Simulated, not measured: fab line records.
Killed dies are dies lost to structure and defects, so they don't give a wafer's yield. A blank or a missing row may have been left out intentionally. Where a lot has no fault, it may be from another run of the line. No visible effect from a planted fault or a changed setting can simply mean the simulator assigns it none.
A lot that was struck, set against a sound lot | flow gf180mcu | 17 steps out of a route of 602
Sound: these wafers, L813.1, L813.3, L813.4. Struck: wafers L823.4, L823.6 (left out: L823.3, a lot-mate that was not struck); the cause follows at the end.
For every step that has rows: the tool of each side, followed by ch and its chambers, followed by its first start. Under that, the readings that differ: sound wafers | struck wafers | difference of the means | sigmas: that difference in standard deviations of wafers without a fault.
alike: readings whose means differ by less than 2 such deviations, and words and numbers that are the same on both sides. not compared: withheld readings, readings that some wafer has no value for, bounds like >300 that may hide the same value, and numbers for which the record gives no deviation and whose values overlap.
A row with sigmas, a row that says differs or no value, or rows on one side alone: a step with any of these is where the two part. Non-overlapping numbers with no deviation appear without sigmas and do not part them. Lack of a reading on every wafer of one side parts them only where that side has two or more wafers.

first, 4 steps without rows for these wafers: GF_SAB_SOFTBAKE_05 (time 60 s); GF_SAB_EXPOSE_06 (exposes mask SAB, target cd 420 nm); GF_SAB_PEB_07; GF_SAB_DEVELOP_08 (develop time 60 s).
GF_SAB_CD_MEAS_09: the cd target is 420 nm.
  sound: cdSem-02 at day 15 09:10; struck: cdSem-02 at day 19 21:32
  alike: cdNm
GF_SAB_OVL_MEAS_10:
  sound: overlay-02 at day 15 09:17; struck: overlay-01 at day 19 21:38
  alike: SAB_OVL
GF_SAB_ETCH_11: etches SiO2 in C4F8/O2/Ar, target depth 55 nm, time 8.5 s.
  sound on rieDiel-03 ch 1,2,3, day 15 09:20; struck on rieDiel-03 ch 1,3, day 19 21:39
  alike: oesProductAu
  not compared: rfHoursCounterH
then, 1 step without rows for these wafers: GF_SAB_WET_ETCH_12 (etches SiO2 in dHF, target depth 22 nm, time 440 s).
GF_SAB_STRIP_13: strips in O2/N2.
  sound on plasmaAsher-04 ch 0,1, day 15 09:29; struck on plasmaAsher-04 ch 0,1, day 19 21:51
  alike: drypumpMotorCurrentA, heaterPowerW, oesProductAu, stripTimeToEndpointS
  not compared: rfHoursCounterH
then, 2 steps without rows for these wafers: GF_SALICIDE_CLEAN_00 (cleans in SC1/SC2, time 150 s); GF_SALICIDE_WET_ETCH_01 (etches SiO2 in dHF, target depth 5 nm, time 100 s).
GF_SALICIDE_SPUTTER_02: material Co, target thk 10 nm, time 20 s.
  sound: pvdSputter-03 at day 15 09:40; struck: pvdSputter-03 at day 19 22:01
  alike: throttleValvePct
GF_SALICIDE_SPUTTER_03: material TiN, target thk 20 nm, time 16.7 s.
  sound: pvdSputter-03 at day 15 09:42; struck: pvdSputter-03 at day 19 22:02
reading                                     | sound            | struck      | difference | sigmas
model.TiN_of_SALICIDE_SPUTTER_03.thkNm (nm) | 20.2 19.91 20.02 | 26.41 26.39 | +6.36      | 
  alike: throttleValvePct
GF_SALICIDE_RS_MEAS_04: the measuring method here is four-point-probe.
  sound: filmMetro-02 at day 15 09:43; struck: filmMetro-03 at day 19 22:06
reading                  | sound             | struck      | difference | sigmas
SALICIDE_TIN_RS (ohm/sq) | 15.96 16.43 16.12 | 14.28 14.38 | -1.84      | -7
GF_SALICIDE_THK_MEAS_05: measures by xrf.
  sound: filmMetro-02 at day 15 09:50; struck: filmMetro-03 at day 19 22:12
reading               | sound             | struck      | difference | sigmas
SALICIDE_TIN_THK (nm) | 20.24 19.91 20.12 | 26.22 26.09 | +6.07      | +22
GF_SALICIDE_RTA_06: time 30 s.
  sound on rtpAnneal-01 ch 0, day 15 09:54; struck on rtpAnneal-02 ch 0, day 19 22:16
  alike: lampPowerPct, wafer_temp_C_max
-- the record jumps here: 13 days lie between the struck wafers' starts before and after (it left off in module SALICIDE and takes up again in module PASSIVATION, whose first step shown is number 602 of the route) --
GF_PASSIVATION_PROBE_99:
  only the struck wafers here have rows in the record (prober-01, day 32 15:44); the sound ones have none

## WHERE THEY PART
At GF_SALICIDE_RS_MEAS_04 first; at GF_PASSIVATION_PROBE_99 last (within this record only).

WHY: what the simulator had put in
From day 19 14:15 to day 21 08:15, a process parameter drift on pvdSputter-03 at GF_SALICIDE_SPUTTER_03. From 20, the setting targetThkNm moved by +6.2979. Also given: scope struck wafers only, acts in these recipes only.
